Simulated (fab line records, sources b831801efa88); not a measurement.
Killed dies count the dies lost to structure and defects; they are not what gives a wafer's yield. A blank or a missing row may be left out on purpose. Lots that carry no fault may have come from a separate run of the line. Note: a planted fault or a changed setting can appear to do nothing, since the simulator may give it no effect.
Comparing a struck lot with a sound one ; flow gf180mcu ; 16 steps out of a route of 602
Sound: these wafers, L167.2, L167.4, L167.5. Struck: wafer L173.3. (L173.1 of the same lot was not struck and is left out.) The cause comes at the end.
For every step that has rows: the tool of each side, followed by ch and its chambers, followed by its first start. Under that, the readings that differ: sound wafers ; struck wafers ; difference of the means ; sigmas: that difference in standard deviations of wafers without a fault.
alike: a reading whose means differ by less than 2 such deviations, as well as words and numbers matching on both sides. not compared: withheld readings; readings where some wafer has no value; bounds like >300 that might hide an equal value; numbers whose values overlap and for which the record gives no deviation.
The two part at a step that has a row with sigmas, a row that says differs or no value, or rows on one side only. Numbers that have no deviation but don't overlap get no sigmas and don't part them. A reading that every wafer of one side lacks parts them only if that side has two wafers or more.

first, 4 steps without rows for these wafers: GF_DNWELL_EXPOSE_04 (exposes mask DNWELL, target cd 1700 nm); GF_DNWELL_PEB_05; GF_DNWELL_DEVELOP_06 (develop time 60 s); GF_DNWELL_IMPLANT_07.
GF_DNWELL_STRIP_08: strips in O2/N2.
  sound on plasma_asher-02 ch 0,1, day 3 12:52; struck on plasma_asher-01 ch 1, day 4 18:22
  alike: drypump_motor_current_A, heater_power_w, oes_product_au, strip_time_to_endpoint_s
  not compared: rf_hours_counter_h
GF_DNWELL_TW_MEAS_09:
  sound: film_metro-03 at day 3 12:58; struck: film_metro-02 at day 4 18:28
  alike: DNWELL_TW
then, 6 steps without rows for these wafers: GF_NWELL_DEHYDRATE_00 (time 60 s); GF_NWELL_HMDS_01 (prime time 60 s); GF_NWELL_COAT_02 (resist thk 3000 nm); GF_NWELL_SOFTBAKE_03; GF_NWELL_EXPOSE_04 (exposes mask Nwell, target cd 860 nm); GF_NWELL_PEB_05.
GF_NWELL_DEVELOP_06: develop time 60 s.
  sound on litho_track-03 ch 0, day 4 01:00; struck on litho_track-03 ch 0, day 5 08:00
  alike: resist_line_temp_C
GF_NWELL_OVL_MEAS_07:
  sound: overlay-01 at day 4 01:40; struck: overlay-01 at day 5 08:25
  not compared: NWELL_OVL
following that, these wafers have no rows for 1 step: GF_NWELL_IMPLANT_08.
GF_PASSIVATION_PROBE_99:
  the record has rows for the sound wafers here (prober-01, day 30 05:25) and none for the struck ones

== WHERE THEY PART ==
Only at GF_PASSIVATION_PROBE_99, as far as this record shows.

WHY: whatever the simulator had introduced
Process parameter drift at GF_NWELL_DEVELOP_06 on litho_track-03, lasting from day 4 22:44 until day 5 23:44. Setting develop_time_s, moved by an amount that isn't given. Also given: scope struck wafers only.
